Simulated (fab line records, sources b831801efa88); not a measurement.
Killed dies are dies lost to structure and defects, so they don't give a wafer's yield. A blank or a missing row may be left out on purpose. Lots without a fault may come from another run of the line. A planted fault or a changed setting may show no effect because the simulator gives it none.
A struck lot beside a sound one | flow sky130 | 16 steps out of a route of 708
Sound: wafers L881.3, L881.4, L881.5. Struck: wafers L874.1, L874.3, L874.5. The cause comes at the end.
At each step with rows: each side's tool, then ch and its chambers, then its first start. Under that, the readings that differ: sound wafers | struck wafers | difference of the means | sigmas: that difference in standard deviations of wafers without a fault.
alike: readings whose means differ by less than 2 such deviations, and words and numbers that are the same on both sides. not compared: withheld readings, readings that some wafer has no value for, bounds like >300 that may hide the same value, and numbers for which the record gives no deviation and whose values overlap.
The two part at a step that has a row with sigmas, a row that says differs or no value, or rows on one side only. Numbers that don't overlap but have no deviation are shown without sigmas and don't part them. A reading that every wafer of one side lacks parts them only if that side has two wafers or more.

SKY_VIA2_BOW_MEAS_03:
  sound on film_metro-02, day 39 05:50; struck on film_metro-01, day 37 02:51
  alike: VIA2_BOW
then, 8 steps without rows for these wafers: SKY_VIA2_DEHYDRATE_04 (time 60 s); SKY_VIA2_HMDS_05 (prime time 60 s); SKY_VIA2_COAT_06 (resist thk 60 nm); SKY_VIA2_COAT_07 (resist thk 450 nm); SKY_VIA2_SOFTBAKE_08 (time 90 s); SKY_VIA2_EXPOSE_09 (exposes mask VIM2, target cd 200 nm); SKY_VIA2_PEB_10; SKY_VIA2_DEVELOP_11 (develop time 60 s).
SKY_VIA2_CD_MEAS_12: target cd 200 nm.
  sound on cd_sem-02, day 40 06:30; struck on cd_sem-01, day 38 04:40
  alike: cd_nm
SKY_VIA2_OVL_MEAS_13:
  sound on overlay-02, day 40 06:36; struck on overlay-01, day 38 04:47
  alike: VIA2_OVL
SKY_VIA2_ETCH_14: etches BARC in N2/H2, stops on SiO2, time 45.9 s, target depth 60 nm.
  sound on rie_diel-02 ch 1,2,3, day 40 06:37; struck on rie_diel-03 ch 2,3, day 38 04:49
  alike: drypump_motor_current_A, oes_product_au, rf_fwd_power_W, throttle_valve_pct
  not compared: rf_hours_counter_h
SKY_VIA2_ETCH_15: etches SiO2 in C4F8/O2/Ar, stops on TiN, target depth 546 nm, time 84 s.
  sound on rie_diel-02 ch 1,2,3, day 40 06:40; struck on rie_diel-03 ch 2,3, day 38 04:52
  reading                                     | sound             | struck          | difference | sigmas
  rf_fwd_power_W (W)                          | 1488 1486 1498    | 1728 1723 1722  | +234       | +47
  model.KrF-thick_of_VIA2_COAT_07.thk_nm (nm) | 284.3 284.8 282.4 | 279 272.9 272.5 | -9         |
  alike: oes_product_au
  not compared: rf_hours_counter_h, model.TiN_of_METAL2_SPUTTER_04.thk_nm
SKY_VIA2_STRIP_16: strips in O2/N2.
  sound on plasma_asher-03 ch 0,1, day 40 06:46; struck on plasma_asher-02 ch 0,1, day 38 04:56
  reading                      | sound          | struck         | difference | sigmas
  strip_time_to_endpoint_s (s) | 4.07 4.06 4.04 | 3.99 3.94 3.94 | -0.10      | -3
  alike: drypump_motor_current_A, oes_product_au
  not compared: rf_hours_counter_h
then, 2 steps without rows for these wafers: SKY_VIA2_STRIP_17 (strips in post etch residue remover, time 1200 s); SKY_PAD_OPEN_PROBE_99.

WHERE THEY PART
First at SKY_VIA2_ETCH_15; last, within this record, at SKY_VIA2_STRIP_16.

WHY: what the simulator had put in
Process parameter drift: rie_diel-03, from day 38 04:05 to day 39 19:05, at SKY_VIA2_ETCH_15. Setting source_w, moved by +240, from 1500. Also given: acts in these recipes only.
